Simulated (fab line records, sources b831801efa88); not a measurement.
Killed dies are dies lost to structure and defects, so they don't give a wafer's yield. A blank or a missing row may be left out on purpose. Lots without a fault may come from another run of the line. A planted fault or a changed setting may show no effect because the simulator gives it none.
Problem report in the 8D (eight disciplines) form, filled by code | flow gf180mcu | the parts of the form that need people (team, actions taken, sign-off) are left out

1. THE PROBLEM
CONTACT_W_RS at GF_CONTACT_RS_MEAS_25 reads a mean of 0.269 ohm/sq on 1 wafer of 1 lot; wafers without a fault read 0.382 ohm/sq with a standard deviation of 0.0046. That is -25 standard deviations from the usual mean.
The step: measures by four-point-probe.
First seen on wafer L745.4, day 22 16:43, on film_metro-01. The record holds 36 wafers of 12 lots with a number at this step. Rule for "out", or "out of limits": more than 4 standard deviations from the usual mean. The other wafers with a number count as sound.

2. WHAT IT IS AND WHAT IT IS NOT
question                    | is                | is not
which readings at this step | CONTACT_W_RS      | -
which lots                  | L745              | L728, L729, L731, L732, L733, L734, L735, L736, L742, L744, L749
which wafers of those lots  | L745.4            | L745.2, L745.5
read on which gauges        | film_metro-01     | film_metro-02, film_metro-04
when                        | from day 22 16:43 | up to then (32 sound wafers); but 3 sound wafers of L749 came after

3. SUSPECTS, AND WHAT RULES EACH OUT
Counting: a tool at a process step up to the reading stays a suspect if it ran every lot that is out. Sound lots after the first of them don't rule it out here, since some wafers of a struck lot are sound.
- the gauge at GF_CONTACT_RS_MEAS_25: ruled out. All the wafers that are out were read on film_metro-01, but those of them that GF_CONTACT_CMP_27 has rows for are out there too, on other tools.
- cvd_w-02 at GF_CONTACT_CVD_24 (deposits W, target thk 300 nm, time 90.339 s): kept. It ran the lot that is out, L745 (day 22 16:35); its last sound lot up to then is L736 (day 19 14:14).
- Within cvd_w-02 at GF_CONTACT_CVD_24: the wafers that are out ran in chamber 1; their sound lot-mates ran in chamber 0.
Left after counting: cvd_w-02 at GF_CONTACT_CVD_24.

4. THE CAUSE (what the simulator had put in)
Process parameter drift: cvd_w-02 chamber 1, from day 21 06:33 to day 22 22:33, at GF_CONTACT_CVD_24. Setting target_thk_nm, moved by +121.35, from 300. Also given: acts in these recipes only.
Counting left only this tool.

5. THE CHAIN OF EFFECTS, in route order
Each row: a reading whose mean over the struck wafers that have a number lies more than 3 standard deviations from the usual. Only readings for which the record gives a usual standard deviation are gone through. hours: the time from each lot's start at the first step in this table that gives one to its start at this step, as a median over the lots. sigmas: the change in usual standard deviations.
hours | step                   | reading            | usual        | on struck wafers | change | sigmas
0     | GF_CONTACT_RS_MEAS_25  | CONTACT_W_RS       | 0.382 ohm/sq | 0.269            | -0.113 | -25
0     | GF_CONTACT_THK_MEAS_26 | CONTACT_W_THK      | 284 nm       | 394              | +110   | +28
0     | GF_CONTACT_CMP_27      | time_to_endpoint_s | 70 s         | 88               | +18    | +4.5
The process steps in it:
- GF_CONTACT_CMP_27: polishes, stops on SiO2, t overpolish 15 s, target thk 0 nm.
Later measuring or inspecting steps at which every struck wafer that the step has a row for has a number for every such reading, and none has moved that far: GF_M1_RS_MEAS_05, GF_M1_THK_MEAS_06, GF_V1_THK_MEAS_25.

6. WHAT WOULD HAVE CAUGHT IT SOONER
In this record the first reading out of limits at a measuring or inspecting step was taken at day 22 16:43, 34 hours after the fault began at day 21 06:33.
Of the tool readings at GF_CONTACT_CVD_24 for which the record gives a usual standard deviation, none was out on any struck wafer, so an alarm limit of 4 standard deviations on them would not have fired.
All the lots that are out (1) had begun GF_CONTACT_CVD_24 on cvd_w-02 by day 22 16:43. A hold on the tool at that time would have spared none of them.
